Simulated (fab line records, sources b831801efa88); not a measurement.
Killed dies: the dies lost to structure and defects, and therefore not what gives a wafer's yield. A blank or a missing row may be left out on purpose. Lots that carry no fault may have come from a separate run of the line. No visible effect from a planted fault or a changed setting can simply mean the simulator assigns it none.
Check for tools in common | flow sky130 | Sampled: 12 lots, 36 wafers

== THE REASON FOR OPENING IT ==
3 of 12 lots carry a flag on the reading VT_ADJUST_PCH_TW at SKY_VT_ADJUST_PCH_TW_MEAS_10. No-fault wafers: 143.2, standard deviation 1.3.
Rule: a lot is flagged in two cases, either no wafer of it has a number, or all its wafers with numbers fall more than 4 standard deviations from that mean. All remaining lots are regarded as sound.

lot  | measured     | on            | VT_ADJUST_PCH_TW, wafer by wafer | flag
L299 | day 10 14:43 | film_metro-04 | 140.9 140.7 141.3                |
L303 | day 11 13:04 | film_metro-02 | 144.5 143.7 144.3                |
L305 | day 12 09:46 | film_metro-02 | 143.8 143.9 143.8                |
L306 | day 12 16:23 | film_metro-03 | 142.0 142.3 142.9                |
L307 | day 12 19:29 | film_metro-02 | 226.3 224.9 226.2                | FLAGGED
L308 | day 13 09:20 | film_metro-02 | 227.2 225.3 224.8                | FLAGGED
L309 | day 13 18:46 | film_metro-03 | 220.8 223.7 222.6                | FLAGGED
L317 | day 16 11:46 | film_metro-02 | 144.0 143.4 143.6                |
L318 | day 16 18:42 | film_metro-03 | 144.7 143.7 143.5                |
L319 | day 17 01:28 | film_metro-03 | 143.1 143.8 143.5                |
L320 | day 17 07:45 | film_metro-03 | 143.2 143.7 142.9                |
L321 | day 17 12:04 | film_metro-03 | 143.6 143.6 143.3                |
The mean of the flagged lots' numbers is 224.6, +81.4 from the usual (+63 standard deviations).

== WHICH TOOL RAN EACH LOT ==
The record holds 1 process step before the reading, out of a route of 708 steps. Read each cell as the tool, then ch plus the chambers that the sampled wafers visited, then the start.
lot  | flag    | SKY_VT_ADJUST_HVTR_COAT_02
L299 |         | litho_track-03 ch 0, day 9 04:19
L303 |         | litho_track-02 ch 0, day 10 02:11
L305 |         | litho_track-03 ch 0, day 10 21:52
L306 |         | litho_track-03 ch 0, day 11 02:40
L307 | FLAGGED | litho_track-03, day 11 06:07
L308 | FLAGGED | litho_track-03, day 11 19:28
L309 | FLAGGED | litho_track-03, day 12 04:11
L317 |         | litho_track-03 ch 0, day 14 17:25
L318 |         | litho_track-02 ch 0, day 14 23:43
L319 |         | litho_track-03 ch 0, day 15 06:22
L320 |         | litho_track-02 ch 0, day 15 11:46
L321 |         | litho_track-02 ch 0, day 15 16:41
What these steps do:
- SKY_VT_ADJUST_HVTR_COAT_02: resist thk 1140 nm.
- SKY_VT_ADJUST_PCH_TW_MEAS_10

== FLAGGED OVER TOTAL, TOOL BY TOOL (the gauges that took the reading come last) ==
step                         | tool           | lots run | flagged | share of the flagged lots | sound lots run after its first flagged lot
SKY_VT_ADJUST_HVTR_COAT_02   | litho_track-02 | 4        | 0       | none                      | -
SKY_VT_ADJUST_HVTR_COAT_02   | litho_track-03 | 8        | 3       | all                       | 2 (L317,L319)
SKY_VT_ADJUST_PCH_TW_MEAS_10 | film_metro-02  | 5        | 2       | some                      | 1 (L317)
SKY_VT_ADJUST_PCH_TW_MEAS_10 | film_metro-03  | 6        | 1       | some                      | 4 (L318,L319,L320,L321)
SKY_VT_ADJUST_PCH_TW_MEAS_10 | film_metro-04  | 1        | 0       | none                      | -

== WHAT THE TABLE PERMITS ==
All flagged lots share 1 row of the table, namely litho_track-03 at SKY_VT_ADJUST_HVTR_COAT_02.
- litho_track-03 at SKY_VT_ADJUST_HVTR_COAT_02 ran 8 lots, 3 of them flagged. Sound lots ran on it after the first flagged one (L317, L319), which a lasting fault on the whole tool wouldn't allow. On the flagged lots its readings are blank where sound lots have values: chill_plate_temp_C, dispense_pressure_kPa.
No row of the table ran every flagged lot and no sound lot after the first.

== WHAT THE SIMULATOR HAD INSERTED ==
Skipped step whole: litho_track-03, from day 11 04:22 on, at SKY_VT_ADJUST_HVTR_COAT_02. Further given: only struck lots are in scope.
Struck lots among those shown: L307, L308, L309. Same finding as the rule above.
